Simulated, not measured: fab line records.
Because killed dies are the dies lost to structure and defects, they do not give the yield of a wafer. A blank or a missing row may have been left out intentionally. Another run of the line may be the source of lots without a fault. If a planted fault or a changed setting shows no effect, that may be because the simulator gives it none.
Which tool did it? -- flow sky130 -- 11 lots with 33 wafers sampled at 5 steps, on a route of 708 steps

## WHAT THE GAUGES READ, wafer by wafer
SKY_VT_ADJUST_HVTP_TW_MEAS_11. Usual: VT_ADJUST_HVTP_TW 1361, standard deviation 6.6.
lot,measured,on,VT_ADJUST_HVTP_TW,flag
L900,day 6 00:26,filmMetro-01,1364 1359 1366,
L902,day 6 14:52,filmMetro-02,1355 1363 1365,
L904,day 7 04:25,filmMetro-01,1357 1359 1357,
L905,day 7 13:26,filmMetro-01,1354 1363 1364,
L907,day 8 00:36,filmMetro-04,1355 1354 1351,
L912,day 9 09:41,filmMetro-02,1368 1374 1368,
L915,day 9 21:58,filmMetro-04,1347 1351 1345,
L916,day 10 07:02,filmMetro-04,1364 1371 1361,
L918,day 10 17:48,filmMetro-01,1368 1358 1361,
L920,day 11 07:51,filmMetro-01,1371 1363 1361,
L922,day 11 22:06,filmMetro-02,1359 1368 1363,

SKY_GATE_OXIDE_THK_MEAS_02. Usual: GATE_OXIDE_OXIDATION_00_THK 10.28 nm, standard deviation 0.18.
lot,measured,on,GATE_OXIDE_OXIDATION_00_THK (nm),flag
L900,day 12 14:31,filmMetro-01,10.27 10.46 10.42,
L902,day 13 09:12,filmMetro-01,10.50 10.42 10.36,
L904,day 14 04:29,filmMetro-02,10.11 10.01 9.89,
L905,day 14 14:20,filmMetro-02,10.28 10.47 10.28,
L907,day 15 08:04,filmMetro-03,10.28 10.41 10.29,
L912,day 17 02:25,filmMetro-02,10.39 10.54 10.53,
L915,day 17 16:55,filmMetro-01,10.50 10.39 10.28,
L916,day 18 05:59,filmMetro-01,9.25 9.39 9.23 9.22 9.42 9.26,OFF
L918,day 18 23:11,filmMetro-03,9.17 9.38 9.11 9.09 9.43 9.13,OFF
L920,day 19 19:10,filmMetro-03,10.47 10.59 10.25,
L922,day 20 11:00,filmMetro-02,10.17 10.12 10.24,

SKY_POLY_GATE_THK_MEAS_21. Usual: POLY_GATE_OXIDATION_THK 4.01 nm, standard deviation 0.078.
lot,measured,on,POLY_GATE_OXIDATION_THK (nm),flag
L900,day 16 05:35,filmMetro-04,3.92 3.97 4.02,
L902,day 17 05:10,filmMetro-01,3.96 4.05 4.07,
L904,day 18 01:27,filmMetro-02,4.05 3.94 4.00,
L905,day 18 15:53,filmMetro-01,3.98 3.89 3.88,
L907,day 19 08:25,filmMetro-02,4.09 4.02 3.96,
L912,day 21 04:29,filmMetro-02,4.09 4.05 4.08,
L915,day 21 21:08,filmMetro-01,4.08 4.13 4.16,
L916,day 22 09:49,filmMetro-02,4.02 4.02 3.99,
L918,day 23 03:02,filmMetro-04,3.96 4.06 4.02,
L920,day 23 19:47,filmMetro-04,4.15 4.05 4.17,
L922,day 24 13:52,filmMetro-04,4.03 4.07 3.96,

## TOOL THAT RAN EACH LOT (tool first, then ch and the chambers of the sampled wafers, then the start)
lot,SKY_FIELD_ISO_STRIP_16,SKY_GATE_OXIDE_OXIDATION_01
L900,"plasmaAsher-02 ch 0,1, day 2 05:10","furnace-02 ch 0, day 12 13:07"
L902,"plasmaAsher-02 ch 0,1, day 2 16:10","furnace-02 ch 0, day 13 07:47"
L904,"plasmaAsher-01 ch 0, day 3 02:37","furnace-01 ch 0, day 14 03:04"
L905,"plasmaAsher-01 ch 0,1, day 3 06:01","furnace-01 ch 0, day 14 12:56"
L907,"plasmaAsher-01 ch 0,1, day 3 17:40","furnace-01 ch 0, day 15 06:39"
L912,"plasmaAsher-01 ch 0,1, day 4 22:46","furnace-01 ch 0, day 17 01:00"
L915,"plasmaAsher-02 ch 0,1, day 5 10:16","furnace-01 ch 0, day 17 15:30"
L916,"plasmaAsher-02 ch 0,1, day 5 16:07","furnace-01 ch 0, day 18 04:34"
L918,"plasmaAsher-01 ch 0,1, day 6 01:23","furnace-01 ch 0, day 18 21:47"
L920,"plasmaAsher-04 ch 0, day 6 14:16","furnace-02 ch 0, day 19 17:46"
L922,"plasmaAsher-04 ch 0,1, day 6 22:11","furnace-02 ch 0, day 20 09:35"
- SKY_FIELD_ISO_STRIP_16: strips in O2/N2.
- SKY_GATE_OXIDE_OXIDATION_01: stabilise 600 s, purge 300 s, target thk 10.268 nm.

## WHAT THE TOOLS THEMSELVES READ (means of the sampled wafers that have a number; where no wafer has one, the mark that the record gives instead)
SKY_FIELD_ISO_STRIP_16. Usual: drypumpMotorCurrentA 6.0 A, standard deviation 0.36; oesProductAu 0.377 a.u., standard deviation 0.0049; stripTimeToEndpointS 3.534 s, standard deviation 0.03.
lot,tool,drypumpMotorCurrentA (A),oesProductAu (a.u.),stripTimeToEndpointS (s),flag
L900,plasmaAsher-02,6.0,0.375,3.529,
L902,plasmaAsher-02,6.0,0.376,3.582,
L904,plasmaAsher-01,6.6,0.378,3.527,
L905,plasmaAsher-01,6.3,0.379,3.555,
L907,plasmaAsher-01,6.3,0.382,3.564,
L912,plasmaAsher-01,6.3,0.378,3.491,
L915,plasmaAsher-02,6.0,0.370,3.535,
L916,plasmaAsher-02,6.0,0.380,3.550,
L918,plasmaAsher-01,6.3,0.377,3.552,
L920,plasmaAsher-04,5.4,0.377,3.496,
L922,plasmaAsher-04,5.5,0.375,3.526,

SKY_GATE_OXIDE_OXIDATION_01. Usual: spikeTcBottomC 919.3 C, standard deviation 1.7; spikeTcCentreC 899.8 C, standard deviation 1; spikeTcLowerC 900.6 C, standard deviation 1.1; spikeTcTopC 905.8 C, standard deviation 1.4; spikeTcUpperC 899.9 C, standard deviation 1.5.
lot,tool,spikeTcBottomC (C),spikeTcCentreC (C),spikeTcLowerC (C),spikeTcTopC (C),spikeTcUpperC (C),flag
L900,furnace-02,920.6,899.6,900.9,907.3,898.2,
L902,furnace-02,920.9,899.8,901.4,906.6,898.3,
L904,furnace-01,918.8,900.6,900.6,904.3,900.7,
L905,furnace-01,919.1,899.3,900.7,905.8,900.1,
L907,furnace-01,919.0,899.8,900.8,905.3,900.2,
L912,furnace-01,918.5,899.1,901.3,905.7,899.8,
L915,furnace-01,918.4,899.6,900.7,904.4,900.4,
L916,furnace-01,910.3,890.2,890.8,896.5,892.3,OFF
L918,furnace-01,910.1,889.3,889.4,895.4,891.3,OFF
L920,furnace-02,921.4,899.0,900.2,907.7,897.6,
L922,furnace-02,922.8,899.7,901.9,908.3,897.6,

## THE ANSWER, worked out from the rows above alone
Rule: a lot is off if the mean of its wafers that have a number lies more than 3 standard deviations from the usual mean. Also off: a lot with no number at a reading for which 4 or more lots have one. All remaining lots with rows at the step are treated as sound. First the gauges in route order, then the tools' own readings, where a lot's mean is used as printed above. The first step at which some lot is off is used, and at that step the reading that is off furthest; a lot without a number counts as furthest.
Off: at SKY_GATE_OXIDE_THK_MEAS_02 (GATE_OXIDE_OXIDATION_00_THK), L916, L918.
If a tool, at a process step before that reading, ran all the lots that are off and no sound lot after the first of them, it fits. The gauges at SKY_GATE_OXIDE_THK_MEAS_02 aren't tried: what is off there is off at SKY_GATE_OXIDE_OXIDATION_01 too, on other tools, and a gauge's error can't cause that. One fits: furnace-01 at SKY_GATE_OXIDE_OXIDATION_01. A fault onset in the window from L915 (day 17 15:30, its last sound lot) to L916 (day 18 04:34, its first lot off) fits.
The tool's own readings at SKY_GATE_OXIDE_OXIDATION_01 bear it out: on the lots that are off they differ by more than 5 times the standard deviation of the sound lots' means. spikeTcBottomC reads 910.2 C there against 919.9 C on the sound lots; spikeTcCentreC reads 889.8 C there against 899.6 C on the sound lots; spikeTcLowerC reads 890.1 C there against 900.9 C on the sound lots; spikeTcTopC reads 896.0 C there against 906.2 C on the sound lots; spikeTcUpperC reads 891.8 C there against 899.2 C on the sound lots.

## WHAT THE SIMULATOR HAD INSERTED
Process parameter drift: furnace-01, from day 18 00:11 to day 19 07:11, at SKY_GATE_OXIDE_OXIDATION_01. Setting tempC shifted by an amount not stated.
Struck lots among those shown: L916, L918. Same finding as the rule above.
